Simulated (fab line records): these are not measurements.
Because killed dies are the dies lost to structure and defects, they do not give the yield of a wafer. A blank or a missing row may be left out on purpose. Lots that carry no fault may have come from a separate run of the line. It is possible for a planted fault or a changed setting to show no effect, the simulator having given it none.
The tool behind it: which one?    flow gf180mcu    12 lots, 36 wafers sampled, at 4 steps of a route of 602

## WHAT THE GAUGES READ, wafer by wafer
GF_V5_THK_MEAS_25: measures by xrf. Usual: V5_W_THK typically reads 347 nm, with standard deviation 6.4.
lot   measured      on             V5_W_THK (nm)  flag
L102  day 27 02:43  film_metro-02  344 346 351    
L103  day 27 05:25  film_metro-02  356 348 352    
L104  day 27 18:46  film_metro-03  357 347 356    
L105  day 28 02:01  film_metro-02  347 354 343    
L108  day 29 03:05  film_metro-02  349 356 344    
L110  day 29 16:56  film_metro-03  341 352 341    
L111  day 29 21:53  film_metro-03  342 346 354    
L112  day 30 08:09  film_metro-03  352 345 341    
L113  day 30 17:01  film_metro-03  341 355 352    
L114  day 30 20:25  film_metro-01  348 345 341    
L118  day 32 14:07  film_metro-01  353 350 349    
L121  day 32 17:43  film_metro-02  338 339 349    

## TOOL THAT RAN EACH LOT (tool first, then ch and the chambers of the sampled wafers, then the start)
lot   GF_POLY_GATE_STRIP_14                 GF_MIM_METAL_ETCH_19               GF_M5_METAL_ETCH_10
L102  plasma_asher-01 ch 0,1, day 9 02:34   rie_metal-01 ch 0,1, day 25 04:51  rie_metal-03 ch 0,1, day 26 02:52
L103  plasma_asher-03 ch 0,1, day 9 05:55   rie_metal-03 ch 0,1, day 25 09:00  rie_metal-02 ch 0,1, day 26 06:23
L104  plasma_asher-01 ch 0,1, day 9 17:49   rie_metal-03 ch 1, day 25 22:36    rie_metal-03 ch 0,1, day 26 20:05
L105  plasma_asher-01 ch 0,1, day 9 20:58   rie_metal-03 ch 0,1, day 26 05:15  rie_metal-02 ch 1, day 27 02:28
L108  plasma_asher-01 ch 0,1, day 10 21:40  rie_metal-03 ch 0,1, day 27 08:55  rie_metal-02 ch 0,1, day 28 05:14
L110  plasma_asher-01 ch 0,1, day 11 10:16  rie_metal-01 ch 0,1, day 27 23:46  rie_metal-02 ch 0,1, day 28 19:49
L111  plasma_asher-03 ch 0,1, day 11 19:55  rie_metal-03 ch 0,1, day 28 04:55  rie_metal-02 ch 0,1, day 29 00:07
L112  plasma_asher-01 ch 0,1, day 12 00:26  rie_metal-04 ch 0,1, day 28 16:40  rie_metal-02 ch 0, day 29 12:19
L113  plasma_asher-02 ch 0,1, day 12 10:02  rie_metal-04 ch 0,1, day 29 00:36  rie_metal-02 ch 0, day 29 20:32
L114  plasma_asher-01 ch 0,1, day 12 14:47  rie_metal-04 ch 0,1, day 29 04:31  rie_metal-02 ch 0,1, day 29 23:37
L118  plasma_asher-03 ch 0,1, day 13 23:28  rie_metal-04 ch 0,1, day 31 00:27  rie_metal-01 ch 0,1, day 31 18:28
L121  plasma_asher-03 ch 0,1, day 14 19:50  rie_metal-03 ch 0,1, day 31 05:40  rie_metal-03 ch 0,1, day 31 22:50
- GF_POLY_GATE_STRIP_14: strips in O2/N2.
- GF_MIM_METAL_ETCH_19: etches the open film in Cl2/BCl3, stops on Si3N4, target depth 324.5 nm, time 54.1 s.
- GF_M5_METAL_ETCH_10: etches the open film in Cl2/BCl3, stops on SiO2, target depth 750.8 nm, time 125.1 s.

## WHAT THE TOOLS THEMSELVES READ (means of the sampled wafers that have a number; where no wafer has one, the mark that the record gives instead)
GF_POLY_GATE_STRIP_14. Usual: chamber_pressure_mTorr 1500.3 mTorr, standard deviation 1.4; drypump_motor_current_A 6.2 A, standard deviation 0.36; heater_power_w 310 W, standard deviation 30; o2_flow_sccm 3001 sccm, standard deviation 9.1; oes_product_au 0.505 a.u., standard deviation 0.0052.
lot   tool             chamber_pressure_mTorr (mTorr)  drypump_motor_current_A (A)  heater_power_w (W)  o2_flow_sccm (sccm)  oes_product_au (a.u.)  flag
L102  plasma_asher-01  1500.5                          6.1                          315                 3001                 0.511                  
L103  plasma_asher-03  1500.1                          6.5                          299                 2997                 0.503                  
L104  plasma_asher-01  1500.2                          6.1                          319                 3002                 0.506                  
L105  plasma_asher-01  1501.3                          6.1                          312                 2996                 0.504                  
L108  plasma_asher-01  1501.3                          6.1                          311                 3008                 0.509                  
L110  plasma_asher-01  1499.6                          6.1                          295                 2995                 0.506                  
L111  plasma_asher-03  1499.2                          6.5                          295                 3008                 0.505                  
L112  plasma_asher-01  1498.9                          6.1                          320                 3006                 0.510                  
L113  plasma_asher-02  1500.6                          5.6                          351                 3004                 0.501                  
L114  plasma_asher-01  1500.7                          6.1                          317                 3020                 0.503                  
L118  plasma_asher-03  1500.6                          6.5                          294                 3001                 0.503                  
L121  plasma_asher-03  1501.6                          6.5                          290                 3012                 0.506                  

GF_MIM_METAL_ETCH_19. Usual: chamber_pressure_mTorr 7.999 mTorr, standard deviation 0.0076; drypump_motor_current_A 5.7 A, standard deviation 0.51; oes_product_au 0.948 a.u., standard deviation 0.0064; rf_fwd_power_W 793.8 W, standard deviation 2.8; throttle_valve_pct 28.277 %, standard deviation 0.011.
lot   tool          chamber_pressure_mTorr (mTorr)  drypump_motor_current_A (A)  oes_product_au (a.u.)  rf_fwd_power_W (W)  throttle_valve_pct (%)  flag
L102  rie_metal-01  7.998                           5.9                          0.950                  799.4               28.281                  
L103  rie_metal-03  7.993                           5.1                          0.960                  791.5               28.271                  
L104  rie_metal-03  7.993                           5.1                          0.946                  791.9               28.283                  
L105  rie_metal-03  7.989                           5.2                          0.948                  790.5               28.279                  
L108  rie_metal-03  8.000                           5.2                          0.952                  792.9               28.270                  
L110  rie_metal-01  7.996                           5.9                          0.944                  797.0               28.287                  
L111  rie_metal-03  8.003                           5.2                          0.950                  792.6               28.278                  
L112  rie_metal-04  8.004                           6.1                          0.952                  792.7               28.277                  
L113  rie_metal-04  8.007                           6.1                          0.941                  792.0               28.277                  
L114  rie_metal-04  8.006                           6.1                          0.943                  796.4               28.286                  
L118  rie_metal-04  7.998                           5.8                          0.944                  792.3               28.277                  
L121  rie_metal-03  7.998                           5.2                          0.948                  795.9               28.278                  

GF_M5_METAL_ETCH_10. Usual: chamber_pressure_mTorr 8.001 mTorr, standard deviation 0.0076; drypump_motor_current_A 5.7 A, standard deviation 0.49; oes_product_au 0.987 a.u., standard deviation 0.0088; rf_fwd_power_W 796.6 W, standard deviation 2.6; throttle_valve_pct 28.232 %, standard deviation 0.013.
lot   tool          chamber_pressure_mTorr (mTorr)  drypump_motor_current_A (A)  oes_product_au (a.u.)  rf_fwd_power_W (W)  throttle_valve_pct (%)  flag
L102  rie_metal-03  7.999                           5.2                          0.992                  796.7               28.219                  
L103  rie_metal-02  8.002                           6.2                          0.974                  794.8               28.252                  
L104  rie_metal-03  8.004                           5.2                          0.993                  794.6               28.223                  
L105  rie_metal-02  8.005                           6.3                          0.996                  796.8               28.227                  
L108  rie_metal-02  8.002                           6.1                          0.975                  794.3               28.245                  
L110  rie_metal-02  7.996                           6.1                          0.979                  794.2               28.236                  
L111  rie_metal-02  8.003                           6.2                          0.981                  797.0               28.228                  
L112  rie_metal-02  7.997                           6.0                          0.981                  794.5               28.252                  
L113  rie_metal-02  8.000                           6.0                          0.978                  800.7               28.252                  
L114  rie_metal-02  8.004                           6.1                          0.978                  799.2               28.234                  
L118  rie_metal-01  8.005                           5.9                          0.989                  799.4               28.235                  
L121  rie_metal-03  8.005                           5.2                          0.997                  796.1               28.219                  

## THE ANSWER, worked out from the rows above alone
Rule: a lot is off if the mean of its wafers that have a number lies more than 3 standard deviations from the usual mean. A lot without any number at a reading at which 4 lots or more have one is off too. All remaining lots with rows at the step are treated as sound. First the gauges in route order, then the tools' own readings, where a lot's mean is used as printed above. The first step at which some lot is off is used, and at that step the reading that is off furthest; a lot without a number counts as furthest.
No lot is off at any reading shown: from this, nothing can be told.

## WHAT THE SIMULATOR HAD INSERTED
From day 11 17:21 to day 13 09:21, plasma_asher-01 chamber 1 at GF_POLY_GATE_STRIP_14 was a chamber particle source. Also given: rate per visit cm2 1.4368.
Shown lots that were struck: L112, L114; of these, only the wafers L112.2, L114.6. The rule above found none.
